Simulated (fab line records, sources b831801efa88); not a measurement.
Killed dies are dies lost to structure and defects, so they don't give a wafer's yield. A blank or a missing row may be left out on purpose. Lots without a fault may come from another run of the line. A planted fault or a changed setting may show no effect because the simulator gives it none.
fab line records | flow sky130
record lots=13 wafers=39 last_day=50
route steps=708 shown VT_ADJUST_LVTN@117 VT_ADJUST_HVTR@142 SONOS_TUNNEL@165 SONOS_ONO@171 PAD_OPEN@708
lots that met no fault: from a run of the same line without faults
start_h: hours from the record's first day to the start of the lot's first wafer shown | wait_h: hours since the lot's step before | " the same as in the row above | L1.1+2: a row that stands for several wafers | - no value, or no start given | * or withheld: withheld | < > ~ a bound
route shown NAME@n: a module of which the file shows steps, and the number in the route of the first | usual: mean/standard deviation of fault-free wafers | same: alike in all rows | chamber/n: place in a boat | sites: the reading at each site | _std_site: their standard deviation | _edge_site: outer sites' mean less inner sites' | radius_mm: how far each site lies from the wafer's centre | mask NAME#n: copy n | behind: the tool/chamber that last shaped the wafer | hold: why the lot was held/for how many hours/how that ended | device: the transistor (n, p or np) that didn't switch | end of line: the same wafers' tests at the end of the route | a step without rows: its recipe alone | killed: dies lost to structure and defects at the first sort, not the wafer's yield | map: a wafer's dies, x killed, . not, _ none there
set.NAME: the setting as run; set.NAME@STEP: as run at that earlier step | model.NAME: the simulator's own value behind a step, which no gauge read
steps of the route over a sample of lots; a table a step, a row a wafer
services: from which hour (start_h, from the record's first day; less than 0 if before it) a tool's chamber was out of use, for how many hours, and why
## steps
# step SKY_VT_ADJUST_LVTN_STRIP_20
# recipe chemistry=O2/N2 power_w=1400 pressure_mtorr=1500 platen_temp_c=withheld o2_flow_sccm=3000 n2_flow_sccm=300 overash_fraction=0.5
# usual chamber_pressure_mTorr=1500.1/1.3 drypump_motor_current_A=5.5/0.53 n2_flow_sccm=300.2/1.1 oes_product_au=0.715/0.0046 strip_time_to_endpoint_s=14.21/0.041
# same overash_fraction=0.5
# columns lot.wafer tool chamber start_h wait_h chamber_pressure_mTorr drypump_motor_current_A n2_flow_sccm oes_product_au rf_hours_counter_h strip_time_to_endpoint_s
L270.2 plasma_asher-02 0 163.36 0.1 1499.8 5.9 300.9 0.709 35 14.20
L270.3 " 1 " " 1501.8 6.4 298.3 0.718 - 14.14
L270.5 " 1 " " 1499.3 6.4 300.4 0.716 - 14.19
L271.2 plasma_asher-02 0 168.93 0.1 1498.8 5.8 300.7 0.715 35 14.17
L271.3 " 1 " " 1500.1 6.4 300.0 0.711 - 14.15
L271.6 " 0 " " 1502.2 5.8 301.7 0.722 - 14.17
L276.1 plasma_asher-02 1 226.20 0.1 1501.1 6.4 300.7 0.721 41 14.21
L276.5 " 0 " " 1500.3 5.8 299.4 0.725 - 14.24
L276.6 " 1 " " 1500.3 6.4 299.9 0.715 - 14.22
L277.3 plasma_asher-04 0 230.89 0.1 1500.1 5.7 298.5 0.717 - 14.20
L277.4 " 1 " " 1503.1 5.2 301.0 0.718 - 14.23
L277.5 " 1 " " 1501.1 5.2 301.2 0.717 - 14.25
L279.3 plasma_asher-04 0 233.04 0.1 1503.3 5.7 298.7 0.720 - 14.18
L279.5 " 0 " " 1502.5 5.7 299.3 0.724 - 14.15
L279.6 " 1 " " 1501.9 5.2 299.0 0.715 - 14.14
L281.1 plasma_asher-04 0 246.23 0.1 1499.9 5.7 301.0 0.706 54 14.30
L281.2 " 1 " " 1500.8 5.2 301.8 0.715 54 14.29
L281.6 " 0 " " 1497.6 5.7 299.3 0.717 - 14.28
L280.1 plasma_asher-03 1 247.43 0.1 1497.9 4.9 300.4 0.709 13 14.15
L280.5 " 1 " " 1500.4 4.9 299.7 0.714 - 14.18
L280.6 " 0 " " 1498.3 4.9 300.2 0.713 - 14.18
L282.2 plasma_asher-03 1 253.71 0.1 1500.7 4.9 299.9 0.721 13 14.27
L282.3 " 0 " " 1501.2 4.9 299.4 0.716 - 14.26
L282.6 " 0 " " 1498.3 4.9 299.1 0.702 - 14.28
L284.1 plasma_asher-04 1 268.68 0.1 1500.5 5.2 301.7 0.718 56 14.24
L284.5 " 0 " " 1499.6 5.7 301.7 0.710 - 14.25
L284.6 " 1 " " 1499.5 5.2 302.1 0.717 - 14.24
L289.1 plasma_asher-03 1 301.91 0.1 1499.3 4.9 301.3 0.706 17 14.26
L289.2 " 0 " " 1501.2 4.9 299.8 0.713 17 14.24
L289.6 " 0 " " 1501.3 4.9 300.6 0.711 - 14.22
L290.1 plasma_asher-02 1 308.53 0.1 1499.2 6.4 299.5 0.717 50 14.27
L290.3 " 1 " " 1502.1 6.4 298.3 0.723 - 14.26
L290.6 " 0 " " 1500.1 5.9 298.6 0.712 - 14.26
L291.1 plasma_asher-02 1 312.30 0.1 1501.2 6.4 301.3 0.705 51 14.23
L291.4 " 0 " " 1498.3 5.8 301.2 0.716 - 14.21
L291.6 " 1 " " 1500.9 6.4 301.3 0.715 - 14.21
L292.1 plasma_asher-02 1 317.83 0.1 1498.9 6.4 299.0 0.714 51 14.22
L292.2 " 0 " " 1501.1 5.9 300.3 0.717 51 14.19
L292.3 " 0 " " 1497.4 5.9 300.5 0.710 - 14.20
# step SKY_VT_ADJUST_HVTR_TW_MEAS_11
# usual VT_ADJUST_HVTR_TW=211.9/1.8
# columns lot.wafer tool chamber start_h wait_h VT_ADJUST_HVTR_TW
L270.2 film_metro-03 - 205.69 0.1 211.6
L270.3 " - " " 209.2
L270.5 " - " " 210.8
L271.2 film_metro-02 - 213.08 0.1 214.7
L271.3 " - " " 213.7
L271.6 " - " " 215.8
L276.1 film_metro-04 - 273.13 0.1 213.0
L276.5 " - " " 212.2
L276.6 " - " " 212.9
L277.3 film_metro-03 - 277.76 0.1 210.4
L277.4 " - " " 208.9
L277.5 " - " " 209.4
L279.3 film_metro-04 - 280.16 0.1 212.6
L279.5 " - " " 212.6
L279.6 " - " " 213.6
L281.1 film_metro-02 - 294.79 0.1 212.0
L281.2 " - " " 211.5
L281.6 " - " " 211.5
L280.1 film_metro-04 - 296.52 0.1 212.7
L280.5 " - " " 211.6
L280.6 " - " " 213.4
L282.2 film_metro-02 - 302.73 0.1 211.8
L282.3 " - " " 211.6
L282.6 " - " " 211.9
L284.1 film_metro-02 - 319.57 0.1 213.3
L284.5 " - " " 211.9
L284.6 " - " " 211.8
L289.1 film_metro-02 - 355.09 0.1 214.2
L289.2 " - " " 213.4
L289.6 " - " " 212.7
L290.1 film_metro-04 - 362.24 0.1 214.5
L290.3 " - " " 214.1
L290.6 " - " " 213.8
L291.1 film_metro-03 - 366.58 0.1 210.3
L291.4 " - " " 211.3
L291.6 " - " " 211.0
L292.1 film_metro-04 - 371.37 0.1 213.7
L292.2 " - " " 214.1
L292.3 " - " " 213.4
# step SKY_SONOS_TUNNEL_STRIP_11
# recipe chemistry=SPM time_s=600 temp_c=130
# usual bath_guard_temp_C=129.8/0.66 bath_heat_duty_pct=14.6/1.7
# columns lot.wafer tool chamber start_h wait_h bath_guard_temp_C bath_heat_duty_pct
L270.2 wet_bench-01 0 250.90 0.0 128.2 16.0
L270.3 " 0 " " 128.5 16.4
L270.5 " 0 " " 128.3 15.5
L271.2 wet_bench-02 3 258.96 0.0 129.7 13.8
L271.3 " 3 " " 129.4 14.8
L271.6 " 3 " " 130.1 14.1
L276.1 wet_bench-02 1 325.01 0.0 130.7 15.5
L276.5 " 1 " " 130.7 14.8
L276.6 " 1 " " 130.8 16.2
L277.3 wet_bench-03 0 328.91 0.0 129.2 16.8
L277.4 " 0 " " 129.6 17.8
L277.5 " 0 " " 129.4 16.8
L279.3 wet_bench-03 0 331.99 0.0 129.4 16.7
L279.5 " 0 " " 129.8 17.6
L279.6 " 0 " " 129.3 17.1
L281.1 wet_bench-01 3 347.76 0.0 130.0 15.8
L281.2 " 3 " " 130.3 17.3
L281.6 " 3 " " 130.2 15.5
L280.1 wet_bench-03 1 350.24 0.0 - -
L280.5 " 1 " " - -
L280.6 " 1 " " - -
L282.2 wet_bench-03 0 355.47 0.0 - -
L282.3 " 0 " " - -
L282.6 " 0 " " - -
L284.1 wet_bench-03 3 373.09 0.0 131.0 14.3
L284.5 " 3 " " 131.4 12.2
L284.6 " 3 " " 130.8 14.2
L289.1 wet_bench-02 3 411.00 0.0 129.5 13.9
L289.2 " 3 " " 129.6 13.1
L289.6 " 3 " " 129.7 13.9
L290.1 wet_bench-01 3 419.75 0.0 129.8 16.5
L290.3 " 3 " " 129.7 16.1
L290.6 " 3 " " 130.2 16.5
L291.1 wet_bench-03 1 424.10 0.0 129.2 12.8
L291.4 " 1 " " 129.1 14.6
L291.6 " 1 " " 129.8 14.1
L292.1 wet_bench-02 2 430.21 0.0 130.2 13.8
L292.2 " 2 " " 130.3 14.0
L292.3 " 2 " " 130.4 13.9
# step SKY_SONOS_ONO_THK_MEAS_03
# recipe reads=Si3N4_of_SONOS_ONO_CVD_02
# usual SONOS_ONO_CVD_02_THK=10.46/0.14
# columns lot.wafer tool chamber start_h wait_h SONOS_ONO_CVD_02_THK[nm]
L270.2 film_metro-03 - 254.62 0.0 10.64
L270.3 " - " " 10.48
L270.5 " - " " 10.57
L271.2 film_metro-03 - 264.00 0.0 10.24
L271.3 " - " " 10.43
L271.6 " - " " 10.34
L276.1 film_metro-04 - 329.53 0.0 10.53
L276.5 " - " " 10.64
L276.6 " - " " 10.62
L277.3 film_metro-01 - 333.49 0.0 10.41
L277.4 " - " " 10.45
L277.5 " - " " 10.66
L279.3 film_metro-04 - 336.33 0.0 10.53
L279.5 " - " " 10.62
L279.6 " - " " 10.68
L281.1 film_metro-04 - 354.09 0.0 10.37
L281.2 " - " " 10.31
L281.6 " - " " 10.24
L284.1 film_metro-01 - 375.79 0.0 10.45
L284.5 " - " " 10.46
L284.6 " - " " 10.53
L289.1 film_metro-03 - 416.22 0.0 10.34
L289.2 " - " " 10.40
L289.6 " - " " 10.40
L290.1 film_metro-03 - 423.31 0.0 10.30
L290.3 " - " " 10.44
L290.6 " - " " 10.26
L291.1 film_metro-04 - 428.71 0.0 10.44
L291.4 " - " " 10.55
L291.6 " - " " 10.53
L292.1 film_metro-04 - 435.47 0.0 10.52
L292.2 " - " " 10.39
L292.3 " - " " 10.55
# step SKY_PAD_OPEN_PROBE_99
# usual killed_at_M0_to_M3=44/7.2 killed_at_M4_up=3.2/1.8 killed_at_contacts=24/5.4 killed_at_front_end=15/4 killed_at_other=0.3/0.56 killed_dies=87/9.2 killed_on_rim=17/4 killed_open=47/7.3 killed_short=39/5.7
# same gross_dies=492 killed_at_back_side=0
# columns lot.wafer tool chamber start_h wait_h killed_at_M0_to_M3 killed_at_M4_up killed_at_contacts killed_at_front_end killed_at_other killed_dies killed_on_rim killed_open killed_short
L270.2 prober-01 - 1069.67 0.1 43 1 27 13 0 84 17 48 36
L270.3 prober-01 - 1069.72 0.2 28 4 19 21 0 72 12 34 38
L270.5 prober-01 - 1069.82 0.2 46 7 23 18 0 94 23 60 34
L271.2 prober-02 - 1080.79 0.1 52 4 25 17 0 98 22 55 43
L271.3 prober-02 - 1080.84 0.2 42 4 38 18 0 102 26 60 41
L271.6 prober-02 - 1080.99 0.2 48 1 32 26 0 107 22 61 46
L276.1 prober-01 - 1132.03 0.1 39 1 21 18 1 80 13 39 41
L276.5 prober-01 - 1132.23 0.2 46 4 28 11 0 89 16 45 43
L276.6 prober-01 - 1132.28 0.2 38 2 27 11 0 78 9 45 32
L277.3 prober-02 - 1135.55 0.2 47 3 22 13 0 85 21 45 39
L277.4 prober-02 - 1135.60 0.2 44 6 18 9 1 78 10 43 35
L277.5 prober-02 - 1135.65 0.2 47 2 20 20 0 89 18 50 39
L279.3 prober-01 - 1138.35 0.2 42 4 23 12 0 81 16 41 40
L279.5 prober-01 - 1138.45 0.2 47 4 22 17 0 90 16 41 49
L279.6 prober-01 - 1138.50 0.2 49 3 15 11 0 78 13 37 41
L281.1 prober-01 - 1147.57 0.1 37 5 26 15 0 83 17 48 34
L281.2 prober-01 - 1147.62 0.1 53 3 34 17 0 107 17 63 41
L281.6 prober-01 - 1147.82 0.2 36 3 17 17 0 73 17 33 40
L280.1 prober-02 - 1152.16 0.1 47 2 41 402 0 492 96 57 45
L280.5 prober-02 - 1152.36 0.2 52 2 25 411 2 492 96 46 43
L280.6 prober-02 - 1152.41 0.2 43 4 20 425 0 492 96 44 40
L282.2 prober-01 - 1152.56 0.1 51 1 16 424 0 492 96 48 29
L282.3 prober-01 - 1152.61 0.2 31 3 16 441 1 492 96 26 37
L282.6 prober-01 - 1152.76 0.2 50 6 30 406 0 492 96 60 42
L284.1 prober-01 - 1161.29 0.1 40 3 22 14 2 81 16 46 33
L284.5 prober-01 - 1161.49 0.2 41 4 27 21 0 93 18 45 48
L284.6 prober-01 - 1161.54 0.2 48 3 28 17 2 98 16 54 42
L289.1 prober-02 - 1187.38 0.1 38 2 24 24 0 88 16 40 46
L289.2 prober-02 - 1187.43 0.1 36 5 15 21 0 77 18 42 35
L289.6 prober-02 - 1187.63 0.2 32 3 22 17 0 74 12 40 33
L290.1 prober-01 - 1190.93 0.1 42 3 20 12 2 79 19 41 38
L290.3 prober-01 - 1191.03 0.2 37 3 29 10 0 79 19 48 31
L290.6 prober-01 - 1191.18 0.2 44 2 24 10 0 80 17 53 26
L291.1 prober-02 - 1191.64 0.1 46 1 14 13 0 74 10 41 33
L291.4 prober-02 - 1191.79 0.2 49 3 23 12 0 87 22 49 38
L291.6 prober-02 - 1191.89 0.2 41 5 14 16 0 76 18 42 34
L292.1 prober-01 - 1196.23 0.1 49 1 18 22 0 90 15 50 40
L292.2 prober-01 - 1196.28 0.1 51 6 22 21 0 100 26 59 39
L292.3 prober-01 - 1196.33 0.2 50 1 28 15 0 94 20 55 38
# killed by level:class
L270.2 LI_CONTACT:geometric_particle:open=10 VIA1:geometric_particle:open=9 VIA3:geometric_particle:open=8 VIA2:geometric_particle:open=6 CONTACT:geometric_particle:open=5 CONTACT:geometric_particle:short=5 METAL2:geometric_particle:short=5 POLY_GATE:geometric_particle:short=4
L270.3 VIA1:geometric_particle:open=8 CONTACT:geometric_particle:open=7 POLY_GATE:geometric_particle:short=6 METAL2:geometric_particle:short=5 FIELD_ISO:geometric_particle:open=4 METAL1:geometric_particle:short=4 METAL4:geometric_particle:short=4 FIELD_ISO:geometric_particle:short=3
L270.5 CONTACT:geometric_particle:open=13 VIA3:geometric_particle:open=13 FIELD_ISO:geometric_particle:open=7 VIA2:geometric_particle:open=7 VIA1:geometric_particle:open=6 METAL1:geometric_particle:short=5 LI_CONTACT:geometric_particle:open=5 VIA2:geometric_particle:short=5
L271.2 VIA1:geometric_particle:open=12 VIA3:geometric_particle:open=9 VIA2:geometric_particle:open=8 CONTACT:geometric_particle:short=8 CONTACT:geometric_particle:open=7 VIA1:geometric_particle:short=7 METAL2:geometric_particle:short=7 LI_CONTACT:geometric_particle:open=6
L271.3 CONTACT:geometric_particle:open=15 LI_CONTACT:geometric_particle:open=13 VIA1:geometric_particle:open=12 VIA2:geometric_particle:open=5 POLY_GATE:geometric_particle:short=5 CONTACT:geometric_particle:short=5 METAL1:geometric_particle:short=5 VIA2:geometric_particle:short=4
L271.6 CONTACT:geometric_particle:open=13 VIA1:geometric_particle:open=13 FIELD_ISO:geometric_particle:open=10 LI_CONTACT:geometric_particle:open=8 VIA2:geometric_particle:open=7 FIELD_ISO:geometric_particle:short=6 METAL1:geometric_particle:short=5 POLY_GATE:geometric_particle:short=4
L276.1 VIA2:geometric_particle:open=7 VIA1:geometric_particle:short=6 VIA1:geometric_particle:open=6 LOCAL_INTERCONNECT:geometric_particle:short=5 VIA3:geometric_particle:open=5 METAL2:geometric_particle:short=5 FIELD_ISO:geometric_particle:short=4 POLY_GATE:geometric_particle:short=4
L276.5 CONTACT:geometric_particle:open=12 VIA1:geometric_particle:open=8 LI_CONTACT:geometric_particle:open=7 METAL1:geometric_particle:short=7 VIA1:geometric_particle:short=7 VIA2:geometric_particle:open=6 VIA3:geometric_particle:open=5 POLY_GATE:geometric_particle:short=4
L276.6 CONTACT:geometric_particle:open=11 VIA1:geometric_particle:open=7 VIA2:geometric_particle:open=6 FIELD_ISO:geometric_particle:open=5 METAL1:geometric_particle:short=5 LI_CONTACT:geometric_particle:short=4 LI_CONTACT:geometric_particle:open=4 CONTACT:geometric_particle:short=4
L277.3 CONTACT:geometric_particle:open=12 VIA1:geometric_particle:open=9 VIA3:geometric_particle:open=6 VIA1:geometric_particle:short=6 VIA3:geometric_particle:short=5 METAL1:geometric_particle:short=5 METAL2:geometric_particle:short=5 LI_CONTACT:geometric_particle:open=4
L277.4 VIA2:geometric_particle:open=10 VIA3:geometric_particle:open=10 LOCAL_INTERCONNECT:geometric_particle:short=7 CONTACT:geometric_particle:short=5 VIA1:geometric_particle:open=5 METAL4:geometric_particle:short=4 METAL2:geometric_particle:short=4 POLY_GATE:geometric_particle:short=3
L277.5 VIA1:geometric_particle:open=10 VIA3:geometric_particle:open=8 POLY_GATE:geometric_particle:short=7 VIA2:geometric_particle:open=7 CONTACT:geometric_particle:open=6 LI_CONTACT:geometric_particle:open=5 METAL1:geometric_particle:open=5 METAL2:geometric_particle:short=5
L279.3 VIA1:geometric_particle:open=14 METAL2:geometric_particle:short=9 LI_CONTACT:geometric_particle:open=8 FIELD_ISO:geometric_particle:short=7 CONTACT:geometric_particle:open=7 VIA2:geometric_particle:open=6 CONTACT:geometric_particle:short=5 METAL3:geometric_particle:short=3
L279.5 VIA1:geometric_particle:open=12 METAL2:geometric_particle:short=12 CONTACT:geometric_particle:open=9 FIELD_ISO:geometric_particle:short=7 LI_CONTACT:geometric_particle:open=6 VIA1:geometric_particle:short=5 VIA2:geometric_particle:short=5 VIA3:geometric_particle:short=5
L279.6 VIA1:geometric_particle:open=11 METAL1:geometric_particle:short=9 METAL2:geometric_particle:short=8 CONTACT:geometric_particle:open=7 VIA2:geometric_particle:open=6 FIELD_ISO:geometric_particle:short=4 VIA1:geometric_particle:short=4 VIA3:geometric_particle:open=4
L281.1 VIA3:geometric_particle:open=10 CONTACT:geometric_particle:open=8 VIA2:geometric_particle:open=8 LI_CONTACT:geometric_particle:short=6 LI_CONTACT:geometric_particle:open=4 CONTACT:geometric_particle:short=4 METAL1:geometric_particle:short=4 VIA1:geometric_particle:open=4
L281.2 VIA1:geometric_particle:open=18 LI_CONTACT:geometric_particle:open=9 CONTACT:geometric_particle:open=9 FIELD_ISO:geometric_particle:short=7 VIA3:geometric_particle:open=7 LOCAL_INTERCONNECT:geometric_particle:short=6 POLY_GATE:geometric_particle:open=5 VIA1:geometric_particle:short=5
L281.6 VIA1:geometric_particle:open=10 VIA1:geometric_particle:short=7 CONTACT:geometric_particle:open=6 FIELD_ISO:geometric_particle:open=5 FIELD_ISO:geometric_particle:short=4 CONTACT:geometric_particle:short=4 METAL3:geometric_particle:short=4 VIA3:geometric_particle:open=4
L280.1 SONOS_ONO:area_oxidation=390 CONTACT:geometric_particle:open=20 LI_CONTACT:geometric_particle:open=10 VIA2:geometric_particle:short=8 VIA1:geometric_particle:open=7 VIA2:geometric_particle:open=7 CONTACT:geometric_particle:short=6 METAL1:geometric_particle:short=6
L280.5 SONOS_ONO:area_oxidation=402 CONTACT:geometric_particle:open=11 VIA2:geometric_particle:open=11 LI_CONTACT:geometric_particle:open=8 METAL3:geometric_particle:short=8 VIA1:geometric_particle:open=7 VIA2:geometric_particle:short=7 METAL1:geometric_particle:short=5
L280.6 SONOS_ONO:area_oxidation=408 VIA2:geometric_particle:open=8 VIA3:geometric_particle:open=8 VIA1:geometric_particle:open=7 METAL2:geometric_particle:short=6 LOCAL_INTERCONNECT:geometric_particle:short=6 CONTACT:geometric_particle:open=6 CONTACT:geometric_particle:short=5
L282.2 SONOS_ONO:area_oxidation=415 VIA1:geometric_particle:open=12 VIA3:geometric_particle:open=10 VIA2:geometric_particle:open=8 CONTACT:geometric_particle:open=7 VIA1:geometric_particle:short=7 METAL2:geometric_particle:short=5 LI_CONTACT:geometric_particle:open=4
L282.3 SONOS_ONO:area_oxidation=429 METAL2:geometric_particle:short=7 VIA1:geometric_particle:open=7 CONTACT:geometric_particle:open=6 CONTACT:geometric_particle:short=4 FIELD_ISO:geometric_particle:short=3 SONOS_ONO:geometric_particle:short=3 LI_CONTACT:geometric_particle:open=3
L282.6 SONOS_ONO:area_oxidation=390 VIA2:geometric_particle:open=12 LI_CONTACT:geometric_particle:open=11 VIA1:geometric_particle:open=9 METAL2:geometric_particle:short=6 VIA3:geometric_particle:open=6 METAL4:geometric_particle:short=5 CONTACT:geometric_particle:short=5
L284.1 VIA1:geometric_particle:open=13 CONTACT:geometric_particle:open=8 METAL2:geometric_particle:short=6 CONTACT:geometric_particle:short=5 VIA2:geometric_particle:open=5 POLY_GATE:geometric_particle:open=4 LI_CONTACT:geometric_particle:open=4 VIA3:geometric_particle:open=4
L284.5 VIA1:geometric_particle:open=11 CONTACT:geometric_particle:open=9 POLY_GATE:geometric_particle:short=8 LI_CONTACT:geometric_particle:open=6 METAL1:geometric_particle:short=6 FIELD_ISO:geometric_particle:short=5 FIELD_ISO:geometric_particle:open=5 VIA1:geometric_particle:short=5
L284.6 VIA1:geometric_particle:open=13 CONTACT:geometric_particle:open=9 VIA3:geometric_particle:open=9 CONTACT:geometric_particle:short=7 LOCAL_INTERCONNECT:geometric_particle:short=6 VIA2:geometric_particle:open=6 LI_CONTACT:geometric_particle:open=5 METAL3:geometric_particle:short=5
L289.1 VIA1:geometric_particle:open=10 VIA2:geometric_particle:open=7 FIELD_ISO:geometric_particle:short=6 POLY_GATE:geometric_particle:short=6 FIELD_ISO:geometric_particle:open=5 LI_CONTACT:geometric_particle:short=5 LI_CONTACT:geometric_particle:open=5 CONTACT:geometric_particle:short=5
L289.2 CONTACT:geometric_particle:open=7 FIELD_ISO:geometric_particle:short=5 METAL1:geometric_particle:short=5 VIA3:geometric_particle:short=5 VIA1:geometric_particle:open=5 VIA3:geometric_particle:open=5 VIA2:geometric_particle:open=5 METAL4:geometric_particle:short=5
L289.6 VIA1:geometric_particle:open=9 LI_CONTACT:geometric_particle:open=8 CONTACT:geometric_particle:open=6 VIA2:geometric_particle:open=6 FIELD_ISO:geometric_particle:short=5 FIELD_ISO:geometric_particle:open=5 POLY_GATE:geometric_particle:short=5 VIA1:geometric_particle:short=4
L290.1 VIA1:geometric_particle:open=10 CONTACT:geometric_particle:open=8 METAL1:geometric_particle:short=6 LOCAL_INTERCONNECT:geometric_particle:short=5 VIA3:geometric_particle:open=5 METAL2:geometric_particle:open=5 POLY_GATE:geometric_particle:open=4 SPACER:geometric_particle:short=4
L290.3 VIA1:geometric_particle:open=10 CONTACT:geometric_particle:open=9 LI_CONTACT:geometric_particle:open=8 VIA2:geometric_particle:open=7 CONTACT:geometric_particle:short=6 METAL2:geometric_particle:short=4 VIA3:geometric_particle:open=4 POLY_GATE:geometric_particle:open=3
L290.6 VIA1:geometric_particle:open=12 CONTACT:geometric_particle:open=12 VIA2:geometric_particle:open=9 METAL2:geometric_particle:short=8 LI_CONTACT:geometric_particle:open=7 VIA3:geometric_particle:open=4 FIELD_ISO:geometric_particle:open=3 CONTACT:geometric_particle:short=3
L291.1 VIA1:geometric_particle:open=13 VIA3:geometric_particle:open=6 VIA1:geometric_particle:short=6 LI_CONTACT:geometric_particle:open=5 VIA2:geometric_particle:open=5 POLY_GATE:geometric_particle:open=4 POLY_GATE:geometric_particle:short=4 CONTACT:geometric_particle:short=4
L291.4 CONTACT:geometric_particle:open=11 VIA1:geometric_particle:open=9 VIA3:geometric_particle:open=9 VIA2:geometric_particle:open=7 CONTACT:geometric_particle:short=6 VIA1:geometric_particle:short=6 METAL2:geometric_particle:short=6 POLY_GATE:geometric_particle:open=4
L291.6 VIA1:geometric_particle:open=10 CONTACT:geometric_particle:open=8 FIELD_ISO:geometric_particle:short=7 VIA3:geometric_particle:open=7 VIA2:geometric_particle:open=7 METAL1:geometric_particle:short=4 VIA1:geometric_particle:short=4 METAL4:geometric_particle:short=4
L292.1 VIA3:geometric_particle:open=10 VIA1:geometric_particle:open=10 METAL2:geometric_particle:short=8 CONTACT:geometric_particle:open=7 FIELD_ISO:geometric_particle:short=6 POLY_GATE:geometric_particle:open=6 VIA1:geometric_particle:short=5 METAL1:geometric_particle:short=5
L292.2 VIA1:geometric_particle:open=16 CONTACT:geometric_particle:open=9 METAL1:geometric_particle:short=8 LI_CONTACT:geometric_particle:open=6 METAL2:geometric_particle:short=6 FIELD_ISO:geometric_particle:open=4 VIA1:geometric_particle:short=4 VIA3:geometric_particle:open=4
L292.3 VIA1:geometric_particle:open=15 CONTACT:geometric_particle:open=11 METAL1:geometric_particle:short=11 VIA3:geometric_particle:open=7 CONTACT:geometric_particle:short=6 VIA2:geometric_particle:open=6 LI_CONTACT:geometric_particle:short=5 LI_CONTACT:geometric_particle:open=4
## services
# columns tool chamber start_h hours kind
plasma_asher-04 - 143.85 6.0 repair
plasma_asher-02 - 184.35 0.9 repair
plasma_asher-03 - 239.85 1.7 repair
plasma_asher-03 - 262.27 14.6 pm
plasma_asher-04 - 301.40 1.2 repair
plasma_asher-03 - 304.46 11.6 repair
plasma_asher-02 - 387.77 0.6 repair
plasma_asher-03 - 392.11 6.1 repair
wet_bench-03 - 418.17 4.1 repair
plasma_asher-04 - 421.25 9.0 pm
plasma_asher-04 0 421.25 9.0 vent_cycle
plasma_asher-04 1 421.25 9.0 vent_cycle
plasma_asher-04 - 423.54 0.4 repair
## key
first_sign step=SKY_SONOS_TUNNEL_STRIP_11 reading=tool_record direction=missing
effect step=SKY_PAD_OPEN_PROBE_99 reading=killed_at_front_end direction=up sigmas=99+ usual=15 struck=418
more_kills_born_at SKY_SONOS_ONO_OXIDATION_00@furnace-01=1234 SKY_SONOS_ONO_OXIDATION_00@furnace-02=1200
met_at SKY_SONOS_TUNNEL_STRIP_11
struck_lots L280,L282
later_rows_left_out L280.1,L280.5,L280.6,L282.2,L282.3,L282.6
tester_left_out L280,L282
not_acting_at SKY_VT_ADJUST_LVTN_STRIP_20,SKY_VT_ADJUST_HVTR_TW_MEAS_11,SKY_SONOS_ONO_THK_MEAS_03
onset_between 331.99 350.24
fault kind=skipped_step_whole tool=wet_bench-03 chamber=- onset_h=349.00 steps=SKY_SONOS_TUNNEL_STRIP_11 scope=struck_lots_only
# tester_left_out: of these lots the tester's yield and bins aren't shown, on N5 and GAA mostly nor the transistor test; their killed dies are dies lost to structure and defects alone, not to doping, threshold or leakage, so they don't give the yield
# later_rows_left_out: the simulator's readings of these wafers behind a module that went badly wrong aren't trusted and aren't shown, but for the sort
